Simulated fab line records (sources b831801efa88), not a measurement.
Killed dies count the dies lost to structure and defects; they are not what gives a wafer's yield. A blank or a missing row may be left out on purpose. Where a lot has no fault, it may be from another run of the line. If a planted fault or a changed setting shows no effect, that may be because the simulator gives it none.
What tool caused it? || flow gf180mcu || 18 wafers from 6 lots sampled at 3 of the route's 602 steps

## WHAT THE GAUGES SHOWED, per wafer
GF_V1_CD_MEAS_14: target cd 260 nm.
{"lot": "L148", "measured": "day 20 15:10", "on": "cdSem-01", "cdNm (nm)": "258.3 258.1 257.9"}
{"lot": "L151", "measured": "day 21 21:22", "on": "cdSem-02", "cdNm (nm)": "250.1 250.1 250.8"}
{"lot": "L159", "measured": "day 24 12:01", "on": "cdSem-02", "cdNm (nm)": "261.1 260.8 260.8"}
{"lot": "L161", "measured": "day 24 22:50", "on": "cdSem-02", "cdNm (nm)": "260.1 260.2 260.3"}
{"lot": "L163", "measured": "day 25 13:38", "on": "cdSem-01", "cdNm (nm)": "261.0 262.0 261.1"}
{"lot": "L166", "measured": "day 26 11:44", "on": "cdSem-02", "cdNm (nm)": "262.2 260.8 261.4"}

## WHAT TOOL EACH LOT RAN ON (gives the tool, then ch and the chambers of the sampled wafers, and finally the start)
{"lot": "L148", "GF_M1_SPUTTER_04": "pvdSputter-01, day 18 11:53", "GF_V1_SOFTBAKE_10": "lithoTrack-02 ch 0, day 20 02:00"}
{"lot": "L151", "GF_M1_SPUTTER_04": "pvdSputter-04, day 19 18:08", "GF_V1_SOFTBAKE_10": "lithoTrack-02 ch 0, day 21 09:00"}
{"lot": "L159", "GF_M1_SPUTTER_04": "pvdSputter-04, day 22 12:49", "GF_V1_SOFTBAKE_10": "lithoTrack-02 ch 0, day 24 01:00"}
{"lot": "L161", "GF_M1_SPUTTER_04": "pvdSputter-04, day 23 00:02", "GF_V1_SOFTBAKE_10": "lithoTrack-02 ch 0, day 24 11:00"}
{"lot": "L163", "GF_M1_SPUTTER_04": "pvdSputter-01, day 23 16:19", "GF_V1_SOFTBAKE_10": "lithoTrack-02 ch 0, day 25 03:00"}
{"lot": "L166", "GF_M1_SPUTTER_04": "pvdSputter-01, day 24 14:09", "GF_V1_SOFTBAKE_10": "lithoTrack-02 ch 0, day 26 01:00"}
- GF_M1_SPUTTER_04: material TiN, target thk 50 nm, time 41.7 s.
- GF_V1_SOFTBAKE_10: time 60 s.

## THE ANSWER, worked out from the rows above alone
Rule: what is usual is taken from the lots themselves. The widest of any qualifying gaps counts: lots, ordered by their means at a reading, are off when they make up no more than a third of the lots, leave a main group of 4 or more, and stand apart from it by 3 or more times the standard deviation of that group's means. A main group is skipped when, at the precision printed for the reading in the tables above, its means are all equal. A lot without any number at a reading at which 4 lots or more have one is off too. The other lots that the step has rows for count as sound.
Off, at GF_V1_CD_MEAS_14 on cdNm: L151. Mean 260.4 nm and standard deviation 1.2 in the main group.
A tool fits if, at a process step before that reading, it ran every lot that is off, and no sound lot after the first of them. Those tools and the gauges at GF_V1_CD_MEAS_14 are tried in the same way. None of those tried fits.

## WHAT THE SIMULATOR HAD PUT IN
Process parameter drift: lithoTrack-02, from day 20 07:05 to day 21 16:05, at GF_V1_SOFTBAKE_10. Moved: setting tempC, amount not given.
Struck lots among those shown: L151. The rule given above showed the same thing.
